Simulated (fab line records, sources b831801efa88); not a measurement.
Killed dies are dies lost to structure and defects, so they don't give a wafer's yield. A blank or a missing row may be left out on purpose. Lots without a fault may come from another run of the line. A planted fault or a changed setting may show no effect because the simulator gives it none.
Which tool did it? | flow sky130 | 13 lots, 38 wafers sampled, at 5 steps of a route of 708

WHAT THE GAUGES READ, wafer by wafer
SKY_VT_ADJUST_HVTP_CD_MEAS_07: target cd 380 nm.
lot  | measured     | on        | cd_nm (nm)
L597 | day 6 00:11  | cd_sem-01 | 384 382 381
L598 | day 6 04:52  | cd_sem-01 | 380 382 382
L603 | day 7 15:14  | cd_sem-02 | 378 378
L604 | day 7 19:20  | cd_sem-01 | 383 382 382
L605 | day 8 02:06  | cd_sem-02 | 378 379 378
L611 | day 9 15:05  | cd_sem-02 | 384 385 385
L610 | day 9 15:24  | cd_sem-02 | 371 370 369
L614 | day 10 12:37 | cd_sem-01 | 378 379 380
L615 | day 10 21:55 | cd_sem-01 | 382 380 382
L617 | day 11 08:22 | cd_sem-02 | 381 382 384
L618 | day 11 16:20 | cd_sem-01 | 378 377 375
L619 | day 12 00:04 | cd_sem-01 | 376 376 378
L620 | day 12 04:53 | cd_sem-01 | 374 373 376

SKY_SONOS_ONO_THK_MEAS_01.
lot  | measured     | on            | SONOS_ONO_OXIDATION_THK (nm)
L597 | day 11 09:33 | film_metro-03 | 2.55 2.56 2.51
L598 | day 11 13:30 | film_metro-01 | 2.67 2.62 2.56
L603 | day 13 07:53 | film_metro-01 | 2.74 2.70
L604 | day 13 13:25 | film_metro-03 | 2.59 2.65 2.60
L605 | day 13 23:15 | film_metro-02 | 2.73 2.60 2.70
L611 | day 15 22:14 | film_metro-01 | 2.66 2.63 2.67
L610 | day 15 23:34 | film_metro-03 | 2.69 2.70 2.73
L614 | day 17 00:10 | film_metro-01 | 2.63 2.56 2.60
L615 | day 17 15:08 | film_metro-02 | 2.61 2.58 2.58
L617 | day 18 07:26 | film_metro-01 | 2.53 2.62 2.58
L618 | day 18 18:30 | film_metro-01 | 2.54 2.53 2.53
L619 | day 19 04:15 | film_metro-02 | 2.53 2.51 2.66
L620 | day 19 07:01 | film_metro-01 | 2.62 2.54 2.59

SKY_GATE_OXIDE_THK_MEAS_02.
lot  | measured     | on            | GATE_OXIDE_OXIDATION_00_THK (nm)
L597 | day 12 15:19 | film_metro-01 | 10.72 10.77 10.54
L598 | day 12 19:11 | film_metro-03 | 10.89 11.01 11.01
L603 | day 14 15:13 | film_metro-04 | 10.20 10.27
L604 | day 14 21:04 | film_metro-03 | 9.83 9.85 9.92
L605 | day 15 07:42 | film_metro-01 | 9.95 9.97 10.09
L611 | day 17 08:08 | film_metro-04 | 10.07 10.31 10.36
L610 | day 17 09:02 | film_metro-03 | 10.29 10.27 10.25
L614 | day 18 13:02 | film_metro-04 | 10.11 10.17 10.32
L615 | day 19 05:40 | film_metro-04 | 10.31 10.28 10.16
L617 | day 19 18:23 | film_metro-03 | 9.92 10.19 9.97
L618 | day 20 05:48 | film_metro-03 | 9.74 9.85 9.92
L619 | day 20 16:12 | film_metro-03 | 9.88 10.00 10.14
L620 | day 20 21:40 | film_metro-01 | 10.04 9.94 9.72

WHICH TOOL RAN EACH LOT (tool, then ch and the chambers of the sampled wafers, then the start)
lot  | SKY_NWELL_COAT_05                | SKY_NWELL_STRIP_14
L597 | litho_track-04 ch 0, day 4 03:18 | plasma_asher-03 ch 0,1, day 4 12:23
L598 | litho_track-03 ch 0, day 4 08:31 | plasma_asher-02 ch 0,1, day 4 17:18
L603 | litho_track-04 ch 0, day 5 14:42 | plasma_asher-03 ch 0,1, day 6 00:16
L604 | litho_track-04 ch 0, day 5 19:45 | plasma_asher-01 ch 0,1, day 6 05:22
L605 | litho_track-04 ch 0, day 6 00:39 | plasma_asher-03 ch 0,1, day 6 11:20
L611 | litho_track-03 ch 0, day 7 11:13 | plasma_asher-01 ch 1, day 7 21:23
L610 | litho_track-02 ch 0, day 7 11:31 | plasma_asher-01 ch 0,1, day 7 21:57
L614 | litho_track-02 ch 0, day 8 06:41 | plasma_asher-03 ch 0,1, day 8 16:55
L615 | litho_track-04 ch 0, day 8 14:10 | plasma_asher-01 ch 0,1, day 9 01:32
L617 | litho_track-03 ch 0, day 8 23:07 | plasma_asher-01 ch 0,1, day 9 10:23
L618 | litho_track-03 ch 0, day 9 07:39 | plasma_asher-01 ch 0, day 9 19:00
L619 | litho_track-04 ch 0, day 9 14:01 | plasma_asher-03 ch 0,1, day 10 01:57
L620 | litho_track-02 ch 0, day 9 17:50 | plasma_asher-01 ch 0,1, day 10 06:05
- SKY_NWELL_COAT_05: resist thk 3000 nm.
- SKY_NWELL_STRIP_14: strips in O2/N2.

WHAT THE TOOLS THEMSELVES READ (means of the sampled wafers that have a number; where no wafer has one, the mark that the record gives instead)
SKY_NWELL_COAT_05.
lot  | tool           | dispense_pressure_kPa (kPa)
L597 | litho_track-04 | 47.0
L598 | litho_track-03 | 41.1
L603 | litho_track-04 | 47.0
L604 | litho_track-04 | 47.0
L605 | litho_track-04 | 47.0
L611 | litho_track-03 | 41.1
L610 | litho_track-02 | 41.2
L614 | litho_track-02 | 41.2
L615 | litho_track-04 | 47.0
L617 | litho_track-03 | 41.1
L618 | litho_track-03 | 41.1
L619 | litho_track-04 | 47.0
L620 | litho_track-02 | 41.2

SKY_NWELL_STRIP_14.
lot  | tool            | drypump_motor_current_A (A) | oes_product_au (a.u.) | strip_time_to_endpoint_s (s)
L597 | plasma_asher-03 | 6.5                         | 0.722                 | 36.84
L598 | plasma_asher-02 | 6.0                         | 0.722                 | 37.13
L603 | plasma_asher-03 | 6.3                         | 0.725                 | 29.77
L604 | plasma_asher-01 | 6.0                         | 0.717                 | 31.98
L605 | plasma_asher-03 | 6.5                         | 0.720                 | 27.34
L611 | plasma_asher-01 | 5.0                         | 0.722                 | 37.05
L610 | plasma_asher-01 | 6.0                         | 0.723                 | 37.06
L614 | plasma_asher-03 | 6.2                         | 0.725                 | 36.89
L615 | plasma_asher-01 | 6.0                         | 0.722                 | 36.96
L617 | plasma_asher-01 | 6.0                         | 0.720                 | 36.96
L618 | plasma_asher-01 | 6.6                         | 0.721                 | 37.06
L619 | plasma_asher-03 | 6.4                         | 0.725                 | 36.95
L620 | plasma_asher-01 | 5.5                         | 0.729                 | 36.88

THE ANSWER, worked out from the rows above alone
Rule: what is usual is taken from the lots themselves. Put in order of their means at a reading, lots are off if they are a third of the lots or fewer, leave a main group of 4 or more, and stand apart from it by a gap of 3 or more times the standard deviation of the main group's means; of several such gaps the widest counts. A main group whose means are all the same, to the digits that the tables above print for the reading, isn't used. A lot without any number at a reading at which 4 lots or more have one is off too. The other lots that the step has rows for count as sound. The gauges are gone through in route order, then the tools' own readings, and for those a lot's mean is taken as printed above. The first step at which some lot is off is used, and at that step the reading that is off furthest; a lot without a number counts as furthest.
Off: L603, L604, L605, at SKY_NWELL_STRIP_14 (strip_time_to_endpoint_s). The main group: mean 36.98 s, standard deviation 0.089.
A tool fits if, at that step or a process step before it, it ran every lot that is off, and no sound lot after the first of them. None of those tried fits.

WHAT THE SIMULATOR HAD PUT IN
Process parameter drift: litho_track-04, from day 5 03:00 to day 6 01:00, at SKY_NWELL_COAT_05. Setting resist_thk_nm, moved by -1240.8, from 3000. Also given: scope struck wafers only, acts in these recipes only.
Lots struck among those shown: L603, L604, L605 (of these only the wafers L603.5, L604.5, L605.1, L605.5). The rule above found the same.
